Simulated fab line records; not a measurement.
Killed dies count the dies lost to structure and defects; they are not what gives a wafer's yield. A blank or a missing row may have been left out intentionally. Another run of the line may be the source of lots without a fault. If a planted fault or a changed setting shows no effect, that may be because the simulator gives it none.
Which tool is to blame?    flow gf180mcu    10 lots, 30 wafers sampled, at 6 steps of a route of 602

WHAT THE GAUGES SHOWED, per wafer
GF_CONTACT_RS_MEAS_25: a four-point-probe measurement. Usual: CONTACT_W_RS 0.384 ohm/sq, standard deviation 0.0037.
lot   measured      on             CONTACT_W_RS (ohm/sq)  flag
L773  day 16 02:02  film_metro-04  0.387 0.385 0.388      
L777  day 17 14:41  film_metro-03  0.387 0.388 0.380      
L778  day 18 02:19  film_metro-01  0.387 0.390 0.385      
L779  day 18 12:55  film_metro-01  0.385 0.388 0.388      
L784  day 20 04:55  film_metro-01  0.386 0.388 0.319      OFF
L785  day 20 23:47  film_metro-01  0.382 0.381 0.317      OFF
L787  day 21 10:27  film_metro-03  0.382 0.380 0.317      OFF
L794  day 23 16:08  film_metro-04  0.384 0.382 0.385      
L795  day 23 22:23  film_metro-04  0.383 0.382 0.387      
L796  day 24 04:34  film_metro-01  0.377 0.376 0.376      

GF_CONTACT_THK_MEAS_26: measures by xrf. Usual: CONTACT_W_THK 301 nm, standard deviation 3.2.
lot   measured      on             CONTACT_W_THK (nm)  flag
L773  day 16 02:10  film_metro-04  296 299 297         
L777  day 17 14:48  film_metro-03  300 302 307         
L778  day 18 02:25  film_metro-01  300 295 301         
L779  day 18 13:02  film_metro-01  300 298 298         
L784  day 20 05:02  film_metro-01  301 299 362         OFF
L785  day 20 23:54  film_metro-01  303 303 367         OFF
L787  day 21 10:34  film_metro-03  301 304 365         OFF
L794  day 23 16:14  film_metro-04  301 304 301         
L795  day 23 22:30  film_metro-04  301 304 300         
L796  day 24 04:41  film_metro-01  307 306 309         

TOOL THAT RAN EACH LOT (tool first, then ch and the chambers of the sampled wafers, then the start)
lot   GF_SAB_STRIP_13                       GF_CONTACT_ETCH_16                  GF_CONTACT_STRIP_18                   GF_CONTACT_CVD_24
L773  plasma_asher-03 ch 0,1, day 15 01:37  rie_diel-02 ch 0,1,3, day 16 01:22  plasma_asher-03 ch 0,1, day 16 01:31  cvd_w-02 ch 0,1, day 16 01:56
L777  plasma_asher-01 ch 0,1, day 16 14:04  rie_diel-03 ch 0,1,3, day 17 13:56  plasma_asher-04 ch 0, day 17 14:05    cvd_w-02 ch 0, day 17 14:35
L778  plasma_asher-02 ch 0,1, day 17 00:44  rie_diel-01 ch 1,2,3, day 18 01:24  plasma_asher-03 ch 0,1, day 18 01:35  cvd_w-02 ch 0,1, day 18 02:11
L779  plasma_asher-02 ch 0,1, day 17 11:21  rie_diel-01 ch 0,1,2, day 18 12:15  plasma_asher-04 ch 0,1, day 18 12:25  cvd_w-01 ch 0,1, day 18 12:49
L784  plasma_asher-03 ch 0,1, day 19 02:28  rie_diel-01 ch 0,3, day 20 04:16    plasma_asher-04 ch 1, day 20 04:25    cvd_w-02 ch 0,1, day 20 04:49
L785  plasma_asher-01 ch 0,1, day 19 21:10  rie_diel-01 ch 1,3, day 20 23:06    plasma_asher-03 ch 0,1, day 20 23:16  cvd_w-02 ch 0,1, day 20 23:41
L787  plasma_asher-01 ch 0,1, day 20 08:07  rie_diel-02 ch 1,2,3, day 21 09:45  plasma_asher-03 ch 0,1, day 21 09:55  cvd_w-02 ch 0,1, day 21 10:20
L794  plasma_asher-02 ch 0,1, day 22 15:30  rie_diel-01 ch 0,1,2, day 23 15:27  plasma_asher-01 ch 0,1, day 23 15:37  cvd_w-02 ch 0,1, day 23 16:01
L795  plasma_asher-01 ch 0,1, day 22 21:07  rie_diel-01 ch 0,2, day 23 21:42    plasma_asher-03 ch 0,1, day 23 21:52  cvd_w-01 ch 0, day 23 22:16
L796  plasma_asher-01 ch 0, day 23 04:15    rie_diel-03 ch 0,1,3, day 24 03:52  plasma_asher-01 ch 0,1, day 24 04:02  cvd_w-02 ch 0, day 24 04:27
- GF_SAB_STRIP_13: strips in O2/N2.
- GF_CONTACT_ETCH_16: etches BARC in N2/H2.
- GF_CONTACT_STRIP_18: strips in O2/N2.
- GF_CONTACT_CVD_24: deposits W, target thk 300 nm, time 90.339 s.

WHAT THE TOOLS THEMSELVES READ (means of the sampled wafers that have a number; where no wafer has one, the mark that the record gives instead)
GF_SAB_STRIP_13. Usual: drypump_motor_current_A 5.6 A, standard deviation 0.35; heater_power_w 334 W, standard deviation 42; oes_product_au 0.710 a.u., standard deviation 0.0044; strip_time_to_endpoint_s 12.63 s, standard deviation 0.04.
lot   tool             drypump_motor_current_A (A)  heater_power_w (W)  oes_product_au (a.u.)  strip_time_to_endpoint_s (s)  flag
L773  plasma_asher-03  5.5                          351                 0.712                  12.67                         
L777  plasma_asher-01  5.6                          306                 0.710                  12.62                         
L778  plasma_asher-02  5.5                          368                 0.708                  12.59                         
L779  plasma_asher-02  5.6                          332                 0.716                  12.58                         
L784  plasma_asher-03  5.5                          351                 0.708                  12.66                         
L785  plasma_asher-01  5.8                          294                 0.711                  12.71                         
L787  plasma_asher-01  5.6                          311                 0.709                  12.61                         
L794  plasma_asher-02  5.6                          374                 0.713                  12.59                         
L795  plasma_asher-01  5.8                          287                 0.713                  12.55                         
L796  plasma_asher-01  6.1                          272                 0.713                  12.66                         

GF_CONTACT_ETCH_16. Usual: drypump_motor_current_A 5.4 A, standard deviation 0.38; h2_flow_sccm 200.0 sccm, standard deviation 0.65; oes_product_au 0.855 a.u., standard deviation 0.0046; throttle_valve_pct 13.224 %, standard deviation 0.0096.
lot   tool         drypump_motor_current_A (A)  h2_flow_sccm (sccm)  oes_product_au (a.u.)  throttle_valve_pct (%)  flag
L773  rie_diel-02  5.2                          200.2                0.855                  13.235                  
L777  rie_diel-03  5.4                          200.2                0.855                  13.231                  
L778  rie_diel-01  5.4                          200.9                0.851                  13.215                  
L779  rie_diel-01  5.5                          199.3                0.852                  13.223                  
L784  rie_diel-01  5.6                          200.5                0.855                  13.216                  
L785  rie_diel-01  5.2                          200.2                0.853                  13.228                  
L787  rie_diel-02  5.4                          200.1                0.858                  13.227                  
L794  rie_diel-01  5.5                          200.6                0.852                  13.221                  
L795  rie_diel-01  5.7                          199.2                0.860                  13.218                  
L796  rie_diel-03  5.4                          200.5                0.854                  13.218                  

GF_CONTACT_STRIP_18. Usual: drypump_motor_current_A 5.8 A, standard deviation 0.45; heater_power_w 329 W, standard deviation 29; oes_product_au 0.580 a.u., standard deviation 0.0047.
lot   tool             drypump_motor_current_A (A)  heater_power_w (W)  oes_product_au (a.u.)  flag
L773  plasma_asher-03  5.5                          356                 0.581                  
L777  plasma_asher-04  5.8                          322                 0.579                  
L778  plasma_asher-03  5.8                          355                 0.582                  
L779  plasma_asher-04  6.1                          330                 0.578                  
L784  plasma_asher-04  6.5                          322                 0.580                  
L785  plasma_asher-03  5.8                          359                 0.579                  
L787  plasma_asher-03  5.8                          357                 0.585                  
L794  plasma_asher-01  5.5                          309                 0.575                  
L795  plasma_asher-03  5.8                          362                 0.581                  
L796  plasma_asher-01  5.8                          286                 0.581                  

GF_CONTACT_CVD_24. Usual: heater_power_outer_w 504 W, standard deviation 48; heater_power_w 828 W, standard deviation 48; susceptor_temp_C 400.00 C, standard deviation 0.25.
lot   tool      heater_power_outer_w (W)  heater_power_w (W)  susceptor_temp_C (C)  flag
L773  cvd_w-02  500                       832                 399.86                
L777  cvd_w-02  474                       817                 399.92                
L778  cvd_w-02  543                       856                 399.85                
L779  cvd_w-01  476                       813                 400.12                
L784  cvd_w-02  500                       845                 399.81                
L785  cvd_w-02  500                       857                 400.08                
L787  cvd_w-02  545                       853                 400.01                
L794  cvd_w-02  541                       864                 399.98                
L795  cvd_w-01  496                       847                 399.82                
L796  cvd_w-02  476                       828                 400.08                

THE ANSWER, worked out from the rows above alone
Rule: lot off if the mean of its wafers having a number is beyond 3 standard deviations from the usual mean. Also off: a lot with no number at a reading for which 4 or more lots have one. Any other lot the step has rows for is counted as sound. First the gauges in route order, then the tools' own readings, where a lot's mean is used as printed above. At the first step where some lot is off, the reading lying furthest off is the one used; lots without a number count as furthest.
Off: at GF_CONTACT_RS_MEAS_25 (CONTACT_W_RS), L784, L785, L787.
If a tool, at a process step before that reading, ran all the lots that are off and no sound lot after the first of them, it fits. The gauges at GF_CONTACT_RS_MEAS_25 are tried like those tools. No candidate that was tried fits.

WHAT THE SIMULATOR HAD INSERTED
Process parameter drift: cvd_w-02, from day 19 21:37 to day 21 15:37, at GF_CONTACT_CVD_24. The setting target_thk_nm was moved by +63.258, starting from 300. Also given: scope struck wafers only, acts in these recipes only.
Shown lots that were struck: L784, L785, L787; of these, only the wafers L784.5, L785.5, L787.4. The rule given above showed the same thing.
